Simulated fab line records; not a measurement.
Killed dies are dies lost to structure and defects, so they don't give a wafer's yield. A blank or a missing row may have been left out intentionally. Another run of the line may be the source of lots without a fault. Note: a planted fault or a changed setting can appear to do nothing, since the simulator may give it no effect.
Which tool did it?	flow gf180mcu	24 lots with 72 wafers sampled at 5 steps, on a route of 602 steps

## WHAT THE GAUGES SHOWED, per wafer
GF_DNWELL_TW_MEAS_09.
lot	measured	on	DNWELL_TW
L074	day 2 18:37	film-metro-01	1352 1353 1361
L075	day 3 01:19	film-metro-04	1368 1371 1372
L076	day 3 05:29	film-metro-04	1371 1373 1373
L077	day 3 10:19	film-metro-03	1355 1358 1353
L078	day 3 16:49	film-metro-01	1360 1362 1366
L079	day 3 21:19	film-metro-04	1369 1370 1373
L080	day 4 01:23	film-metro-03	1351 1353 1354
L081	day 4 10:07	film-metro-01	1361 1350 1360
L082	day 4 12:40	film-metro-01	1363 1360 1364
L083	day 4 17:25	film-metro-04	1358 1364 1372
L084	day 4 23:00	film-metro-03	1339 1342 1346
L085	day 5 06:26	film-metro-03	1357 1352 1355
L086	day 5 09:04	film-metro-01	1350 1360 1354
L087	day 5 16:32	film-metro-01	1356 1354 1351
L088	day 5 20:56	film-metro-01	1348 1341 1343
L089	day 6 01:59	film-metro-01	1362 1360 1365
L090	day 6 07:49	film-metro-01	1367 1358 1369
L091	day 6 13:22	film-metro-03	1342 1341 1341
L092	day 6 18:09	film-metro-01	1361 1366 1363
L093	day 7 01:17	film-metro-04	1389 1383 1384
L094	day 7 06:00	film-metro-04	1383 1373 1375
L095	day 7 09:43	film-metro-04	1368 1374 1363
L096	day 7 15:25	film-metro-04	1371 1374 1379
L097	day 7 22:55	film-metro-01	1366 1362 1366

GF_LVPWELL_TW_MEAS_11.
lot	measured	on	LVPWELL_TW
L074	day 3 20:34	film-metro-04	566 570 563
L075	day 4 03:49	film-metro-02	558 559 561
L076	day 4 08:52	film-metro-04	570 568 571
L077	day 4 13:08	film-metro-02	554 557 557
L078	day 4 20:10	film-metro-02	558 559 560
L079	day 5 01:41	film-metro-03	557 554 555
L080	day 5 05:47	film-metro-03	556 557 557
L081	day 5 15:21	film-metro-03	560 561 557
L082	day 5 17:46	film-metro-02	559 559 561
L083	day 5 22:10	film-metro-04	572 572 576
L084	day 6 04:28	film-metro-04	577 572 577
L085	day 6 11:20	film-metro-04	575 572 575
L086	day 6 14:53	film-metro-02	556 556 556
L087	day 6 22:38	film-metro-03	556 557 556
L088	day 7 03:34	film-metro-02	558 557 558
L089	day 7 08:58	film-metro-03	557 556 555
L090	day 7 15:59	film-metro-04	568 571 569
L091	day 7 20:50	film-metro-04	572 575 570
L092	day 8 02:16	film-metro-04	576 572 573
L093	day 8 09:53	film-metro-02	564 561 562
L094	day 8 14:46	film-metro-04	575 575 573
L095	day 8 18:45	film-metro-02	560 559 561
L096	day 9 01:09	film-metro-04	570 571 574
L097	day 9 08:37	film-metro-04	572 572 571

GF_VT_IMPLANT_TW_MEAS_10.
lot	measured	on	VT_IMPLANT_TW
L074	day 5 15:00	film-metro-01	565 566 564
L075	day 5 21:38	film-metro-02	563 562 560
L076	day 6 03:14	film-metro-01	565 566 568
L077	day 6 09:04	film-metro-01	571 566 570
L078	day 6 17:09	film-metro-01	569 571 571
L079	day 6 22:08	film-metro-02	561 562 560
L080	day 7 02:14	film-metro-01	571 575 570
L081	day 7 13:06	film-metro-01	574 574 569
L082	day 7 16:26	film-metro-02	564 563 562
L083	day 7 20:21	film-metro-02	563 562 564
L084	day 8 03:02	film-metro-01	564 566 565
L085	day 8 11:54	film-metro-02	564 566 567
L086	day 8 16:22	film-metro-04	574 576 576
L087	day 8 23:41	film-metro-02	566 565 566
L088	day 9 05:26	film-metro-01	576 572 569
L089	day 9 11:05	film-metro-04	575 573 577
L090	day 9 18:20	film-metro-01	573 572 567
L091	day 9 23:41	film-metro-01	570 570 571
L092	day 10 05:14	film-metro-02	557 559 557
L093	day 10 13:05	film-metro-02	557 557 558
L094	day 10 18:57	film-metro-02	559 558 556
L095	day 10 22:33	film-metro-04	578 579 578
L096	day 11 07:03	film-metro-02	556 553 555
L097	day 11 15:00	film-metro-02	551 554 551

GF_NSD_CD_MEAS_07 targets a cd of 400 nm.
lot	measured	on	cd-nm (nm)
L074	day 13 03:55	cd-sem-01	401.6 403.1 402.0
L075	day 13 17:36	cd-sem-01	406.1 405.5 406.3
L076	day 13 23:51	cd-sem-02	402.5 402.9 400.7
L077	day 14 09:51	cd-sem-02	400.9 399.7 397.4
L078	day 14 21:43	cd-sem-01	399.6 402.7 402.5
L079	day 15 11:15	cd-sem-02	400.5 401.4 402.3
L080	day 15 13:44	cd-sem-02	400.7 402.9 402.1
L081	day 15 22:14	cd-sem-01	403.2 403.9 402.3
L082	day 16 04:29	cd-sem-02	400.6 400.1 399.5
L083	day 16 08:20	cd-sem-01	401.6 401.1 402.1
L084	day 16 13:04	cd-sem-02	403.4 404.3 403.8
L085	day 17 02:40	cd-sem-01	398.8 401.5 399.8
L086	day 17 10:41	cd-sem-01	400.4 397.7 401.2
L087	day 17 18:57	cd-sem-01	397.3 398.5 400.1
L088	day 18 00:52	cd-sem-01	401.7 401.7 400.2
L089	day 18 10:00	cd-sem-02	402.4 401.5 401.9
L090	day 18 19:24	cd-sem-02	399.7 403.5 401.5
L091	day 19 01:39	cd-sem-01	402.2 403.0 401.1
L092	day 19 07:37	cd-sem-01	400.0 398.6 399.5
L093	day 19 20:15	cd-sem-02	398.5 400.0 400.7
L094	day 20 05:58	cd-sem-01	400.1 399.8 400.2
L095	day 20 12:25	cd-sem-02	403.2 401.7 403.0
L096	day 20 19:44	cd-sem-01	399.1 401.7 401.4
L097	day 21 06:04	cd-sem-02	404.9 401.5 401.8

## EACH LOT AND THE TOOL THAT RAN IT (in order: tool; ch and the chambers of the sampled wafers; start)
lot	GF_VT_IMPLANT_STRIP_20
L074	plasma-asher-04 ch 0,1, day 6 05:05
L075	plasma-asher-04 ch 0, day 6 12:20
L076	plasma-asher-04 ch 0,1, day 6 18:23
L077	plasma-asher-03 ch 0,1, day 6 23:41
L078	plasma-asher-04 ch 0,1, day 7 08:50
L079	plasma-asher-01 ch 0,1, day 7 13:08
L080	plasma-asher-01 ch 0,1, day 7 18:29
L081	plasma-asher-01 ch 0,1, day 8 05:16
L082	plasma-asher-01 ch 0,1, day 8 08:50
L083	plasma-asher-04 ch 0,1, day 8 12:34
L084	plasma-asher-03 ch 0,1, day 8 19:44
L085	plasma-asher-03 ch 0,1, day 9 05:11
L086	plasma-asher-01 ch 0,1, day 9 09:07
L087	plasma-asher-03 ch 0,1, day 9 16:23
L088	plasma-asher-03 ch 0,1, day 9 22:29
L089	plasma-asher-04 ch 0,1, day 10 03:17
L090	plasma-asher-03 ch 0,1, day 10 11:44
L091	plasma-asher-03 ch 0,1, day 10 16:59
L092	plasma-asher-03 ch 0,1, day 10 22:53
L093	plasma-asher-04 ch 0,1, day 11 07:14
L094	plasma-asher-03 ch 0,1, day 11 13:05
L095	plasma-asher-04 ch 0,1, day 11 16:53
L096	plasma-asher-03 ch 0,1, day 12 01:28
L097	plasma-asher-01 ch 0,1, day 12 09:50
- GF_VT_IMPLANT_STRIP_20: strips in O2/N2.

## WHAT THE TOOLS THEMSELVES READ (means of the sampled wafers that have a number; where no wafer has one, the mark that the record gives instead)
GF_VT_IMPLANT_STRIP_20.
lot	tool	drypump-motor-current-A (A)	heater-power-w (W)	o2-flow-sccm (sccm)	oes-product-au (a.u.)	platen-temp-c (C)	strip-time-to-endpoint-s (s)
L074	plasma-asher-04	5.3	297	2998	0.715	249.89	12.65
L075	plasma-asher-04	6.0	271	2995	0.720	250.03	12.62
L076	plasma-asher-04	5.7	282	2998	0.722	250.04	12.66
L077	plasma-asher-03	5.9	360	2999	0.714	250.04	12.62
L078	plasma-asher-04	5.7	284	2993	0.713	249.98	12.64
L079	plasma-asher-01	5.7	286	2994	0.719	249.84	12.69
L080	plasma-asher-01	5.7	326	3007	0.713	250.19	12.66
L081	plasma-asher-01	5.8	285	3000	0.716	250.03	12.61
L082	plasma-asher-01	5.8	288	3003	0.718	249.92	12.63
L083	plasma-asher-04	5.3	297	3001	0.717	249.74	12.67
L084	plasma-asher-03	5.9	360	2989	0.720	250.04	12.60
L085	plasma-asher-03	5.9	366	3004	0.712	249.98	12.65
L086	plasma-asher-01	5.7	323	2993	0.711	250.04	12.63
L087	plasma-asher-03	6.1	356	3005	0.715	250.13	12.60
L088	plasma-asher-03	6.1	358	3000	0.710	250.02	12.68
L089	plasma-asher-04	5.3	297	2988	0.718	249.94	12.63
L090	plasma-asher-03	5.9	357	2995	0.719	250.08	12.65
L091	plasma-asher-03	5.8	359	2993	0.716	249.78	12.58
L092	plasma-asher-03	6.1	361	2995	0.719	249.91	12.64
L093	plasma-asher-04	5.3	303	3006	0.713	249.94	12.69
L094	plasma-asher-03	5.9	361	3004	0.718	250.05	12.67
L095	plasma-asher-04	5.3	300	3005	0.717	249.96	12.62
L096	plasma-asher-03	5.8	361	2999	0.713	250.07	12.70
L097	plasma-asher-01	5.8	322	2999	0.710	249.77	12.63

## THE ANSWER, worked out from the rows above alone
Rule: what is usual is taken from the lots themselves. The widest of any qualifying gaps counts: lots, ordered by their means at a reading, are off when they make up no more than a third of the lots, leave a main group of 4 or more, and stand apart from it by 3 or more times the standard deviation of that group's means. The tables above print the reading to a certain number of digits; a main group whose means all agree to those digits is not used. Also off: a lot with no number at a reading for which 4 or more lots have one. The other lots that the step has rows for count as sound. The gauges are gone through in route order, then the tools' own readings, and for those a lot's mean is taken as printed above. The first step at which some lot is off is used, and at that step the reading that is off furthest; a lot without a number counts as furthest.
None of the lots is off at any reading shown; this tells nothing.

## WHAT WAS PUT IN BY THE SIMULATOR
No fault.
